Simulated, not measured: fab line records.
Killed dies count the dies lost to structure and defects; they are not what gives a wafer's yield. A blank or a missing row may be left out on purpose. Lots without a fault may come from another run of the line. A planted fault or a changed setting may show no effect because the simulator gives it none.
A struck lot beside a sound one + flow sky130 + 43 out of 708 route steps
Sound: the wafers L695.2, L695.4, L695.5. The struck wafers were L708.1, L708.3, L708.5. The cause is given at the end.
Each step with rows lists, per side, the tool, then ch with its chambers, then its first start. Under that, the readings that differ: sound wafers + struck wafers + difference of the means + sigmas: that difference in standard deviations of wafers without a fault.
alike: readings with means less than 2 such deviations apart, plus words and numbers identical on both sides. not compared: withheld readings, readings lacking a value on some wafer, bounds such as >300 that could conceal the same value, and numbers that have no deviation in the record and whose values overlap.
The two part at a step that has a row with sigmas, a row that says differs or no value, or rows on one side only. When numbers do not overlap yet have no deviation, they are printed without sigmas and do not part them. A reading missing from all wafers of one side parts the sides only when that side holds two or more wafers.

first, 9 steps without rows for these wafers: SKY_CAP2M_CLEAN_17 (cleans in O3/DIW); SKY_METAL4_DEHYDRATE_05 (time 60 s); SKY_METAL4_HMDS_06 (prime time 60 s); SKY_METAL4_COAT_07 (resist thk 60 nm); SKY_METAL4_COAT_08 (resist thk 1140 nm); SKY_METAL4_SOFTBAKE_09 (time 90 s); SKY_METAL4_EXPOSE_10 (exposes mask MM4, target cd 300 nm); SKY_METAL4_PEB_11; SKY_METAL4_DEVELOP_12 (develop time 60 s).
SKY_METAL4_CD_MEAS_13: the cd target is 300 nm.
  struck on cd sem-01, day 47 16:28; sound on cd sem-02, day 44 03:37
  alike: cd nm
SKY_METAL4_OVL_MEAS_14:
  struck on overlay-02, day 47 16:35; sound on overlay-02, day 44 03:43
  alike: METAL4_OVL
SKY_METAL4_DESCUM_15: chemistry O2, time 8 s.
  sound on rie metal-03 ch 0, day 44 03:45; struck on rie metal-03 ch 0,1, day 47 16:38
  alike: drypump motor current A, oes product au
  not compared: rf hours counter h
SKY_METAL4_ETCH_16: etches BARC in N2/H2, stops on SiO2, time 88.2 s, target depth 60 nm.
  sound on rie metal-03 ch 0, day 44 03:47; struck on rie metal-03 ch 0,1, day 47 16:40
  alike: drypump motor current A, oes product au, throttle valve pct
  not compared: rf hours counter h
then, 2 steps without rows for these wafers: SKY_METAL4_ETCH_17 (etches SiO2 in C4F8/O2/Ar, stops on TiN, time 3.9 s, target depth 15 nm); SKY_METAL4_METAL_ETCH_18 (etches the open film in Cl2/BCl3, stops on SiO2, target depth 845 nm, time 183.1 s).
SKY_METAL4_STRIP_19: strips in O2/N2.
  sound on plasma asher-02 ch 0,1, day 44 04:04; struck on plasma asher-02 ch 0, day 47 16:58
  alike: drypump motor current A, oes product au, strip time to endpoint s
  not compared: rf hours counter h
then, 4 steps without rows for these wafers: SKY_METAL4_STRIP_20 (strips in post etch residue remover, time 1200 s); SKY_METAL4_CLEAN_21 (cleans in IPA, time 180 s); SKY_METAL4_CLEAN_22 (cleans in O3/DIW); SKY_VIA4_HDPCVD_00 (deposits SiO2, target thk 1750 nm, time 297.7 s).
SKY_VIA4_THK_MEAS_01:
  struck on film metro-04, day 47 17:55; sound on film metro-04, day 44 04:51
| reading              | sound          | struck         | difference | sigmas |
|----------------------|----------------|----------------|------------|--------|
| VIA4_HDPCVD_THK (nm) | 1797 1794 1808 | 1723 1748 1770 | -53        | -3     |
then, 1 step without rows for these wafers: SKY_VIA4_CMP_02 (polishes SiO2).
SKY_VIA4_BOW_MEAS_03:
  struck on film metro-02, day 47 18:16; sound on film metro-02, day 44 05:13
  alike: VIA4_BOW
then, 7 steps without rows for these wafers: SKY_VIA4_DEHYDRATE_04 (time 60 s); SKY_VIA4_HMDS_05 (prime time 60 s); SKY_VIA4_COAT_06 (resist thk 1140 nm); SKY_VIA4_SOFTBAKE_07 (time 60 s); SKY_VIA4_EXPOSE_08 (exposes mask VIM4, target cd 800 nm); SKY_VIA4_PEB_09; SKY_VIA4_DEVELOP_10 (develop time 60 s).
SKY_VIA4_OVL_MEAS_11:
  struck on overlay-02, day 48 13:01; sound on overlay-01, day 45 02:17
  alike: VIA4_OVL
SKY_VIA4_ETCH_12: etches SiO2 in C4F8/O2/Ar, stops on TiN, target depth 580 nm.
  sound on rie diel-02 ch 0,1, day 45 02:19; struck on rie diel-03 ch 2,3, day 48 13:04
  alike: oes product au
then, 6 steps without rows for these wafers: SKY_VIA4_STRIP_13 (strips in O2/N2); SKY_VIA4_STRIP_14 (strips in post etch residue remover, time 1200 s); SKY_VIA4_CLEAN_15 (cleans in IPA, time 180 s); SKY_VIA4_CLEAN_16 (cleans in O3/DIW); SKY_VIA4_SPUTTER_17 (material TiN, target thk 20 nm, time 80 s); SKY_VIA4_CVD_18 (deposits W, target thk 505 nm, time 152.14 s).
SKY_VIA4_RS_MEAS_19: uses a four-point probe to measure.
  struck on film metro-02, day 48 14:17; sound on film metro-02, day 45 03:12
  alike: VIA4_W_RS
SKY_VIA4_THK_MEAS_20: measures by xrf.
  struck on film metro-02, day 48 14:24; sound on film metro-02, day 45 03:19
  alike: VIA4_W_THK
SKY_VIA4_CMP_21: polishes, stops on SiO2, t overpolish 25 s, target thk 0 nm.
  sound on cmp-02 ch 0,1,2, day 45 03:25; struck on cmp-01 ch 0,1,2, day 48 14:54
  alike: edge zone pressure frac, head pressure psi, motor current A, overpolish run s, time to endpoint s
SKY_METAL5_SPUTTER_00: material Ti, target thk 15 nm, time 10 s.
  struck on pvd sputter-04, day 48 15:06; sound on pvd sputter-02, day 45 03:40
  alike: cathode dc power W, chamber pressure pa, throttle valve pct
-- the record jumps here: 2 days lie between the struck wafers' starts before and after (it left off in module METAL5 and takes up again in module PAD_OPEN, whose first step shown is number 708 of the route) --
SKY_PAD_OPEN_PROBE_99:
  struck on prober-01, day 50 21:41; sound on prober-01, day 47 21:42
| reading                               | sound        | struck            | difference | sigmas |
|---------------------------------------|--------------|-------------------|------------|--------|
| defect limited yield (%)              | 80.5 86.0    | 72.8 76.4 75.2    | -8.5       | -4     |
| killed_at_M4_up                       | 6 2          | 62 50 47          | +49        | +24    |
| killed dies                           | 96 69        | 134 116 122       | +42        | +4     |
| sort_bin_3_pad_short (%)              | 0.8 0.6      | 2.8 2.4 2.4       | +1.8       | +5     |
| sort_bin_5_function (%)               | 11.8 8.9     | 16.7 16.5 15.0    | +5.7       | +4     |
| sort n pass                           | 396 423      | 358 376 370       | -42        | -4     |
| sort yield pct (%)                    | 80.5 86.0    | 72.8 76.4 75.2    | -8.5       | -4     |
| model.etest.tester.sort n pass        | 396 423      | 358 376 370       | -42        |        |
| model.etest.tester.sort yield pct (%) | 80.49 85.98  | 72.76 76.42 75.2  | -8.44      |        |
| model.etest.tester.sort_bin_5_pct (%) | 11.79 8.943  | 16.67 16.46 15.04 | +5.69      |        |
| model.etest.tester.sort_bin_3_pct (%) | 0.813 0.6098 | 2.846 2.439 2.439 | +1.863     |        |
  alike: killed_at_M0_to_M3, killed at contacts, killed at front end, killed at other, killed open, killed short, sort_bin_6_memory

WHERE THEY PART
Last at SKY_PAD_OPEN_PROBE_99 as far as this record goes, first at SKY_VIA4_THK_MEAS_01.

WHY: what had been put in by the simulator
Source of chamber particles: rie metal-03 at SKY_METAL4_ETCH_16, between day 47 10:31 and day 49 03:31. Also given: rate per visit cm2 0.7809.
